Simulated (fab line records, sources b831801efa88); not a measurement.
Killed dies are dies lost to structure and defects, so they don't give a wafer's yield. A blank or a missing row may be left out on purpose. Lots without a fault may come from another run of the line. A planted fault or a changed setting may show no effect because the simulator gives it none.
fab line records | flow sky130
record lots=11 wafers=32 last_day=50
route steps=708 shown LDD_LDN@301 POLY_CUT@316 RES_XHIGH@340 SD_N@348 PAD_OPEN@708
lots that met no fault: from a run of the same line without faults
start_h: hours from the record's first day to the start of the lot's first wafer shown | wait_h: hours since the lot's step before | " the same as in the row above | L1.1+2: a row that stands for several wafers | - no value, or no start given | * or withheld: withheld | < > ~ a bound
route shown NAME@n: a module of which the file shows steps, and the number in the route of the first | usual: mean/standard deviation of fault-free wafers | same: alike in all rows | chamber/n: place in a boat | sites: the reading at each site | _std_site: their standard deviation | _edge_site: outer sites' mean less inner sites' | radius_mm: how far each site lies from the wafer's centre | mask NAME#n: copy n | behind: the tool/chamber that last shaped the wafer | hold: why the lot was held/for how many hours/how that ended | device: the transistor (n, p or np) that didn't switch | end of line: the same wafers' tests at the end of the route | a step without rows: its recipe alone | killed: dies lost to structure and defects at the first sort, not the wafer's yield | map: a wafer's dies, x killed, . not, _ none there
set.NAME: the setting as run; set.NAME@STEP: as run at that earlier step | model.NAME: the simulator's own value behind a step, which no gauge read
steps of the route over a sample of lots; a table a step, a row a wafer
services: from which hour (start_h, from the record's first day; less than 0 if before it) a tool's chamber was out of use, for how many hours, and why
## steps
# step SKY_LDD_LDN_STRIP_12
# recipe chemistry=O2/N2 power_w=1400 pressure_mtorr=1500 platen_temp_c=withheld o2_flow_sccm=3000 n2_flow_sccm=300 overash_fraction=0.5
# usual chamber_pressure_mTorr=1500.0/1.4 drypump_motor_current_A=5.4/0.35 o2_flow_sccm=2999/8.5 oes_product_au=0.715/0.005 strip_time_to_endpoint_s=14.172/0.03
# columns lot.wafer tool chamber start_h wait_h chamber_pressure_mTorr drypump_motor_current_A o2_flow_sccm oes_product_au rf_hours_counter_h strip_time_to_endpoint_s
L348.1 plasma_asher-01 1 546.66 0.1 1497.1 5.0 3006 0.710 10 14.184
L348.2 " 0 " " 1500.7 6.1 2995 0.709 10 14.211
L348.5 " 0 " " 1500.0 6.1 3023 0.718 - 14.191
L351.2 plasma_asher-03 0 590.11 0.1 1499.7 5.3 2994 0.715 45 14.123
L351.5 " 0 " " 1501.1 5.3 2997 0.715 - 14.176
L353.1 plasma_asher-03 0 591.71 0.1 1499.6 5.3 2992 0.711 46 14.131
L353.4 " 1 " " 1498.7 5.2 3004 0.716 - 14.165
L353.5 " 0 " " 1498.2 5.3 2986 0.714 - 14.162
L352.4 plasma_asher-04 1 592.99 0.1 1497.0 5.9 2992 0.719 - 14.166
L352.5 " 1 " " 1501.1 5.8 2990 0.712 - 14.204
L352.6 " 0 " " 1499.0 5.1 3002 0.711 - 14.177
L356.3 plasma_asher-04 0 612.99 0.1 1500.7 5.1 2985 0.716 - 14.181
L356.4 " 1 " " 1499.9 5.8 2996 0.712 - 14.205
L356.5 " 1 " " 1502.3 5.8 3006 0.700 - 14.223
L362.3 plasma_asher-03 0 659.49 0.1 1501.8 5.3 3006 0.710 - 14.170
L362.4 " 1 " " 1498.2 5.3 3002 0.721 - 14.137
L362.5 " 1 " " 1499.4 5.3 3006 0.718 - 14.192
L363.3 plasma_asher-01 1 664.13 0.1 1499.2 5.0 2994 0.709 - 14.110
L363.4 " 0 " " 1501.9 6.1 3008 0.705 - 14.144
L363.6 " 0 " " 1500.5 6.1 2995 0.706 - 14.194
L365.1 plasma_asher-03 1 690.10 0.1 1501.5 5.2 3002 0.715 56 14.118
L365.2 " 0 " " 1500.1 5.3 3010 0.706 56 14.162
L365.6 " 1 " " 1501.2 5.2 2997 0.711 - 14.175
L368.2 plasma_asher-04 0 710.71 0.1 1498.3 5.1 3010 0.723 90 14.198
L368.4 " 0 " " 1499.4 5.1 3019 0.720 - 14.187
L368.5 " 1 " " 1498.5 5.8 2997 0.715 - 14.194
L369.1 plasma_asher-01 0 713.90 0.1 1497.7 6.1 2999 0.716 27 14.175
L369.3 " 0 " " 1499.9 6.1 3007 0.706 - 14.178
L369.4 " 1 " " 1502.4 5.0 2992 0.717 - 14.170
L370.2 plasma_asher-04 0 717.10 0.1 1500.6 5.1 3008 0.718 91 14.169
L370.3 " 1 " " 1500.6 5.8 2991 0.721 - 14.180
L370.4 " 0 " " 1499.3 5.1 3005 0.711 - 14.180
# step SKY_POLY_CUT_OVL_MEAS_09
# usual POLY_CUT_OVL=-1/6.1
# columns lot.wafer tool chamber start_h wait_h POLY_CUT_OVL[nm]
L348.1 overlay-01 - 578.72 0.1 -5
L348.2 " - " " -1
L348.5 " - " " -4
L351.2 overlay-01 - 620.89 0.1 -6
L351.5 " - " " 0
L353.1 overlay-01 - 624.53 0.1 1
L353.4 " - " " 9
L353.5 " - " " -1
L352.4 overlay-01 - 625.14 0.1 0
L352.5 " - " " -7
L352.6 " - " " 1
L356.3 overlay-01 - 644.69 0.1 -5
L356.4 " - " " -8
L356.5 " - " " 3
L362.3 overlay-02 - 689.14 0.1 -2
L362.4 " - " " 2
L362.5 " - " " -6
L363.3 overlay-02 - 693.41 0.1 -4
L363.4 " - " " 5
L363.6 " - " " 0
L365.1 overlay-01 - 719.63 0.1 15
L365.2 " - " " 11
L365.6 " - " " 2
L368.2 overlay-02 - 740.58 0.1 -4
L368.4 " - " " 3
L368.5 " - " " -1
L369.1 overlay-01 - 743.82 0.1 4
L369.3 " - " " 9
L369.4 " - " " -2
L370.2 overlay-02 - 746.54 0.1 3
L370.3 " - " " 1
L370.4 " - " " 0
# step SKY_RES_XHIGH_STRIP_08
# recipe chemistry=O2/N2 power_w=1400 pressure_mtorr=1500 platen_temp_c=withheld o2_flow_sccm=3000 n2_flow_sccm=300 overash_fraction=0.5
# usual chamber_pressure_mTorr=1500.0/1.5 drypump_motor_current_A=5.4/0.3 o2_flow_sccm=3000/9.8 oes_product_au=0.712/0.0046 strip_time_to_endpoint_s=14.28/0.035
# columns lot.wafer tool chamber start_h wait_h chamber_pressure_mTorr drypump_motor_current_A o2_flow_sccm oes_product_au rf_hours_counter_h strip_time_to_endpoint_s
L348.1 plasma_asher-04 1 636.20 0.1 1501.1 5.9 3004 0.722 84 14.24
L348.2 " 0 " " 1499.9 5.1 2994 0.712 84 14.23
L348.5 " 1 " " 1500.0 5.8 2991 0.710 - 14.30
L351.2 plasma_asher-04 1 678.45 0.1 1500.5 5.8 2998 0.716 88 14.38
L351.5 " 0 " " 1501.1 5.1 3009 0.714 - 14.30
L353.1 plasma_asher-03 0 681.65 0.1 1501.9 5.3 2998 0.705 55 14.27
L353.4 " 0 " " 1501.2 5.3 2992 0.707 - 14.28
L353.5 " 1 " " 1498.5 5.3 2987 0.715 - 14.32
L352.4 plasma_asher-03 0 682.34 0.1 1499.5 5.3 3017 0.713 - 14.30
L352.5 " 0 " " 1499.5 5.3 2996 0.708 - 14.35
L352.6 " 1 " " 1498.4 5.3 2982 0.717 - 14.27
L356.3 plasma_asher-03 1 700.63 0.1 1500.0 5.2 2996 0.707 - 14.32
L356.4 " 0 " " 1499.4 5.3 3011 0.713 - 14.31
L356.5 " 0 " " 1499.2 5.3 3008 0.712 - 14.29
L362.3 plasma_asher-02 0 744.96 0.1 1496.8 5.0 2996 0.714 - 14.28
L362.4 " 1 " " 1498.3 5.7 3009 0.710 - 14.30
L362.5 " 1 " " 1502.0 5.7 3006 0.707 - 14.29
L363.3 plasma_asher-02 1 750.46 0.1 1500.5 5.7 3022 0.708 - 14.25
L363.4 " 0 " " 1499.0 5.1 3003 0.714 - 14.31
L363.6 " 1 " " 1499.2 5.8 3019 0.717 - 14.26
L365.1 plasma_asher-04 1 775.42 0.1 1500.1 5.8 2977 0.712 97 14.26
L365.2 " 0 " " 1500.8 5.1 2991 0.710 97 14.27
L365.6 " 1 " " 1499.0 5.8 2996 0.716 - 14.25
L368.2 plasma_asher-03 0 795.40 0.1 1500.3 5.3 2977 0.718 66 14.25
L368.4 " 1 " " 1498.2 5.2 3011 0.714 - 14.27
L368.5 " 0 " " 1497.4 5.3 2985 0.709 - 14.30
L369.1 plasma_asher-03 1 798.20 0.1 1500.7 5.2 2993 0.705 67 14.30
L369.3 " 0 " " 1499.4 5.3 3011 0.713 - 14.29
L369.4 " 1 " " 1499.2 5.3 2975 0.707 - 14.34
L370.2 plasma_asher-03 1 801.20 0.1 1499.3 5.3 2984 0.721 67 14.31
L370.3 " 1 " " 1499.4 5.2 2994 0.716 - 14.28
L370.4 " 0 " " 1500.9 5.3 3004 0.719 - 14.24
# step SKY_SD_N_DEVELOP_06
# recipe resist=NOVOLAK developer=TMAH develop_time_s=60 dev_temp_c=23
# usual developer_temp_C=22.99/0.1
# columns lot.wafer tool chamber start_h wait_h developer_temp_C
L348.1 litho_track-03 0 665.02 0.1 23.04
L348.2 " 0 " " 22.98
L348.5 " 0 " " 22.93
L351.2 litho_track-03 0 705.80 0.1 22.78
L351.5 " 0 " " 23.02
L353.1 litho_track-03 0 709.62 0.1 23.03
L353.4 " 0 " " 23.05
L353.5 " 0 " " 22.97
L352.4 litho_track-03 0 710.30 0.1 22.88
L352.5 " 0 " " 22.98
L352.6 " 0 " " 23.02
L356.3 litho_track-01 0 728.36 0.1 23.14
L356.4 " 0 " " 23.12
L356.5 " 0 " " 23.14
L362.3 litho_track-04 0 771.35 0.1 22.92
L362.4 " 0 " " 22.93
L362.5 " 0 " " 23.00
L363.3 litho_track-03 0 776.97 0.1 23.00
L363.4 " 0 " " 22.88
L363.6 " 0 " " 23.05
L365.1 litho_track-01 0 800.66 0.1 23.08
L365.2 " 0 " " 23.11
L365.6 " 0 " " 23.08
L368.2 litho_track-01 0 821.29 0.1 22.93
L368.4 " 0 " " 23.11
L368.5 " 0 " " 22.92
L369.1 litho_track-04 0 825.35 0.1 22.97
L369.3 " 0 " " 22.98
L369.4 " 0 " " 23.10
L370.2 litho_track-03 0 827.40 0.1 23.03
L370.3 " 0 " " 23.16
L370.4 " 0 " " 22.95
# step SKY_SD_N_CD_MEAS_07
# recipe target_cd_nm=380
# usual cd_nm=380.6/2.7
# columns lot.wafer tool chamber start_h wait_h cd_nm
L348.1 cd_sem-02 - 665.17 0.1 379.2
L348.2 " - " " 379.2
L348.5 " - " " 381.6
L351.2 cd_sem-02 - 705.94 0.1 384.9
L351.5 " - " " -
L353.1 cd_sem-02 - 709.77 0.1 377.2
L353.4 " - " " 374.3
L353.5 " - " " -
L352.4 cd_sem-02 - 710.48 0.2 385.8
L352.5 " - " " -
L352.6 " - " " -
L356.3 cd_sem-02 - 728.64 0.3 381.7
L356.4 " - " " 375.3
L356.5 " - " " 379.7
L362.3 cd_sem-01 - 771.49 0.1 382.2
L362.4 " - " " 384.3
L362.5 " - " " 384.7
L363.3 cd_sem-02 - 777.11 0.1 380.7
L363.4 " - " " 380.0
L363.6 " - " " 379.5
L365.1 cd_sem-01 - 800.81 0.1 380.1
L365.2 " - " " 381.3
L365.6 " - " " 378.3
L368.2 cd_sem-01 - 821.43 0.1 377.3
L368.4 " - " " 377.2
L368.5 " - " " 380.1
L369.1 cd_sem-02 - 825.50 0.1 380.5
L369.3 " - " " 381.4
L369.4 " - " " 379.6
L370.2 cd_sem-02 - 827.54 0.1 384.2
L370.3 " - " " 383.4
L370.4 " - " " 383.7
# step SKY_SD_N_OVL_MEAS_08
# usual SD_N_OVL=0.2/1.5
# columns lot.wafer tool chamber start_h wait_h SD_N_OVL[nm]
L348.1 overlay-01 - 665.29 0.1 0.6
L348.2 " - " " -0.6
L348.5 " - " " -0.1
L351.2 overlay-01 - 706.05 0.1 -0.8
L351.5 " - " " -
L353.1 overlay-02 - 709.89 0.1 0.6
L353.4 " - " " 1.2
L353.5 " - " " -
L352.4 overlay-02 - 710.56 0.1 -1.3
L352.5 " - " " -
L352.6 " - " " -
L356.3 overlay-02 - 728.74 0.1 1.8
L356.4 " - " " 1.7
L356.5 " - " " -0.4
L362.3 overlay-02 - 771.58 0.1 -0.5
L362.4 " - " " -1.1
L362.5 " - " " 0.0
L363.3 overlay-02 - 777.20 0.1 -0.8
L363.4 " - " " -1.4
L363.6 " - " " -1.0
L365.1 overlay-01 - 800.93 0.1 2.7
L365.2 " - " " 2.9
L365.6 " - " " 0.9
L368.2 overlay-02 - 821.54 0.1 1.5
L368.4 " - " " 2.4
L368.5 " - " " 2.0
L369.1 overlay-01 - 825.62 0.1 0.4
L369.3 " - " " 1.2
L369.4 " - " " -0.6
L370.2 overlay-01 - 827.65 0.1 -1.1
L370.3 " - " " -1.2
L370.4 " - " " -2.3
# step SKY_SD_N_TW_MEAS_12
# usual SD_N_TW=3989/26
# columns lot.wafer tool chamber start_h wait_h SD_N_TW
L348.1 film_metro-03 - 665.73 0.1 4012
L348.2 " - " " 3992
L348.5 " - " " 3996
L351.2 film_metro-03 - 706.49 0.1 3991
L351.5 " - " " 30
L353.1 film_metro-01 - 710.33 0.1 3995
L353.4 " - " " 3967
L353.5 " - " " 30
L352.4 film_metro-01 - 711.00 0.1 3991
L352.5 " - " " 30
L352.6 " - " " 30
L356.3 film_metro-01 - 729.18 0.1 3968
L356.4 " - " " 3983
L356.5 " - " " 3974
L362.3 film_metro-02 - 772.02 0.1 4022
L362.4 " - " " 3996
L362.5 " - " " 4015
L363.3 film_metro-01 - 777.65 0.1 3954
L363.4 " - " " 3984
L363.6 " - " " 3984
L365.1 film_metro-01 - 801.37 0.1 3977
L365.2 " - " " 4008
L365.6 " - " " 3987
L368.2 film_metro-03 - 821.98 0.1 3999
L368.4 " - " " 3996
L368.5 " - " " 4006
L369.1 film_metro-03 - 826.05 0.1 4001
L369.3 " - " " 4020
L369.4 " - " " 4025
L370.2 film_metro-01 - 828.09 0.1 3971
L370.3 " - " " 3947
L370.4 " - " " 3957
# step SKY_PAD_OPEN_PROBE_99
# usual killed_at_M0_to_M3=43/6.6 killed_at_M4_up=2.9/1.6 killed_at_contacts=24/4.9 killed_at_front_end=15/4.5 killed_at_other=0.2/0.45 killed_dies=86/8.8 killed_on_rim=16/4.2 killed_open=48/6.4 killed_short=38/5.6
# same gross_dies=492 killed_at_back_side=0
# columns lot.wafer tool chamber start_h wait_h killed_at_M0_to_M3 killed_at_M4_up killed_at_contacts killed_at_front_end killed_at_other killed_dies killed_on_rim killed_open killed_short
L348.1 prober-02 - 1092.79 0.1 47 7 20 7 0 81 9 40 41
L348.2 prober-02 - 1092.84 0.1 50 1 24 14 1 90 16 49 41
L348.5 prober-02 - 1092.99 0.2 52 2 24 11 2 91 13 51 40
L351.2 prober-01 - 1124.79 0.1 42 3 24 22 0 91 19 49 42
L351.5 prober-01 - 1124.94 0.2 46 1 24 421 0 492 96 46 38
L353.1 prober-02 - 1124.93 0.1 48 1 23 23 0 95 19 58 37
L353.4 prober-02 - 1125.08 0.2 35 4 29 15 0 83 20 45 38
L353.5 prober-02 - 1125.13 0.2 37 2 31 422 0 492 96 35 48
L352.4 prober-01 - 1126.39 0.2 43 6 20 13 0 82 12 45 37
L352.5 prober-01 - 1126.44 0.2 49 3 31 409 0 492 96 62 41
L352.6 prober-01 - 1126.49 0.2 45 2 26 419 0 492 96 52 39
L362.3 prober-01 - 1167.15 0.2 45 6 20 7 0 78 19 39 39
L362.4 prober-01 - 1167.20 0.2 38 5 15 20 0 78 15 46 32
L362.5 prober-01 - 1167.25 0.2 57 3 30 12 0 102 14 56 46
# killed by level:class
L348.1 VIA1:geometric_particle:open=9 METAL1:geometric_particle:short=8 LI_CONTACT:geometric_particle:open=7 VIA1:geometric_particle:short=7 METAL2:geometric_particle:short=7 CONTACT:geometric_particle:open=6 VIA2:geometric_particle:open=5 LOCAL_INTERCONNECT:geometric_particle:short=4
L348.2 VIA1:geometric_particle:open=12 CONTACT:geometric_particle:open=10 VIA2:geometric_particle:short=8 METAL1:geometric_particle:short=6 VIA3:geometric_particle:open=5 LI_CONTACT:geometric_particle:open=5 FIELD_ISO:geometric_particle:open=4 FIELD_ISO:geometric_particle:short=4
L348.5 VIA2:geometric_particle:open=14 CONTACT:geometric_particle:open=12 VIA1:geometric_particle:open=8 METAL2:geometric_particle:short=7 VIA3:geometric_particle:open=6 VIA1:geometric_particle:short=6 CONTACT:geometric_particle:short=5 VIA2:geometric_particle:short=5
L351.2 LI_CONTACT:geometric_particle:open=8 CONTACT:geometric_particle:open=8 METAL2:geometric_particle:short=7 METAL1:geometric_particle:short=7 VIA1:geometric_particle:open=7 POLY_GATE:geometric_particle:open=6 FIELD_ISO:geometric_particle:open=5 POLY_GATE:geometric_particle:short=5
L353.1 VIA1:geometric_particle:open=10 VIA2:geometric_particle:open=9 FIELD_ISO:geometric_particle:short=8 FIELD_ISO:geometric_particle:open=6 LI_CONTACT:geometric_particle:open=6 VIA3:geometric_particle:open=6 CONTACT:geometric_particle:open=5 VIA3:geometric_particle:short=5
L351.5 SD_N:area_develop=408 VIA1:geometric_particle:open=10 CONTACT:geometric_particle:open=9 VIA2:geometric_particle:open=7 METAL2:geometric_particle:short=6 FIELD_ISO:geometric_particle:open=5 LI_CONTACT:geometric_particle:open=5 METAL1:geometric_particle:short=5
L353.4 VIA1:geometric_particle:open=9 CONTACT:geometric_particle:open=8 LI_CONTACT:geometric_particle:open=8 VIA2:geometric_particle:open=6 VIA3:geometric_particle:open=6 POLY_GATE:geometric_particle:short=5 LI_CONTACT:geometric_particle:short=5 VIA1:geometric_particle:short=5
L353.5 SD_N:area_develop=409 METAL1:geometric_particle:short=8 CONTACT:geometric_particle:short=8 LOCAL_INTERCONNECT:geometric_particle:short=7 VIA3:geometric_particle:open=7 LI_CONTACT:geometric_particle:open=6 CONTACT:geometric_particle:open=5 FIELD_ISO:geometric_particle:open=4
L352.4 CONTACT:geometric_particle:open=9 FIELD_ISO:geometric_particle:open=8 VIA2:geometric_particle:open=8 VIA1:geometric_particle:open=7 VIA3:geometric_particle:open=6 LOCAL_INTERCONNECT:geometric_particle:short=5 METAL2:geometric_particle:short=5 POLY_GATE:geometric_particle:short=4
L352.5 SD_N:area_develop=389 VIA2:geometric_particle:open=13 CONTACT:geometric_particle:open=11 LI_CONTACT:geometric_particle:open=10 VIA1:geometric_particle:open=8 VIA3:geometric_particle:open=6 METAL2:geometric_particle:short=5 VIA2:geometric_particle:short=5
L352.6 SD_N:area_develop=401 CONTACT:geometric_particle:open=11 VIA1:geometric_particle:open=11 VIA1:geometric_particle:short=7 POLY_GATE:geometric_particle:short=6 LI_CONTACT:geometric_particle:open=6 VIA2:geometric_particle:open=6 LOCAL_INTERCONNECT:geometric_particle:short=5
L362.3 VIA1:geometric_particle:open=11 VIA2:geometric_particle:open=8 VIA1:geometric_particle:short=8 CONTACT:geometric_particle:open=6 LI_CONTACT:geometric_particle:open=5 CONTACT:geometric_particle:short=5 METAL1:geometric_particle:short=5 METAL4:geometric_particle:short=5
L362.4 CONTACT:geometric_particle:open=8 VIA1:geometric_particle:open=8 VIA2:geometric_particle:open=7 POLY_GATE:geometric_particle:short=6 METAL1:geometric_particle:short=6 POLY_GATE:geometric_particle:open=5 VIA3:geometric_particle:open=4 METAL4:geometric_particle:short=4
L362.5 VIA1:geometric_particle:open=17 CONTACT:geometric_particle:open=12 METAL1:geometric_particle:short=9 LI_CONTACT:geometric_particle:open=7 METAL2:geometric_particle:short=6 VIA2:geometric_particle:open=6 LOCAL_INTERCONNECT:geometric_particle:short=4 CONTACT:geometric_particle:short=4
## services
# columns tool chamber start_h hours kind
plasma_asher-01 - 524.93 8.2 repair
plasma_asher-02 - 541.47 2.7 repair
plasma_asher-02 - 582.64 4.0 repair
plasma_asher-03 - 592.60 2.2 repair
plasma_asher-01 - 598.70 2.8 pm
plasma_asher-02 - 604.09 14.6 pm
plasma_asher-02 - 698.84 2.2 repair
plasma_asher-04 - 703.91 2.8 pm
plasma_asher-02 - 733.75 9.0 pm
plasma_asher-02 0 733.75 9.0 vent_cycle
plasma_asher-02 1 733.75 9.0 vent_cycle
plasma_asher-01 - 735.68 1.2 repair
plasma_asher-02 0 742.75 - clean
plasma_asher-02 1 742.75 - clean
plasma_asher-02 - 762.01 2.1 repair
## key
first_sign step=SKY_SD_N_CD_MEAS_07 reading=cd_nm direction=missing
effect step=SKY_SD_N_OVL_MEAS_08 reading=SD_N_OVL direction=missing
effect step=SKY_SD_N_TW_MEAS_12 reading=SD_N_TW direction=down sigmas=99+ usual=3989 struck=30
effect step=SKY_PAD_OPEN_PROBE_99 reading=killed_at_front_end direction=up sigmas=90 usual=15 struck=418
more_kills_born_at SKY_SD_N_DEVELOP_06@litho_track-03=1607
met_at SKY_SD_N_DEVELOP_06
struck_lots L351,L352,L353
struck_wafers L351.5,L352.5,L352.6,L353.5
tester_left_out L351,L352,L353
not_acting_at SKY_LDD_LDN_STRIP_12,SKY_POLY_CUT_OVL_MEAS_09,SKY_RES_XHIGH_STRIP_08
onset_between 665.02 705.80
fault kind=process_parameter_drift tool=litho_track-03 chamber=- onset_h=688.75 steps=SKY_SD_N_DEVELOP_06 channel=develop_time_s offset=* shape=step end_h=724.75 scope=struck_wafers_only acts_in=* stated=*
# tester_left_out: of these lots the tester's yield and bins aren't shown, on N5 and GAA mostly nor the transistor test; their killed dies are dies lost to structure and defects alone, not to doping, threshold or leakage, so they don't give the yield
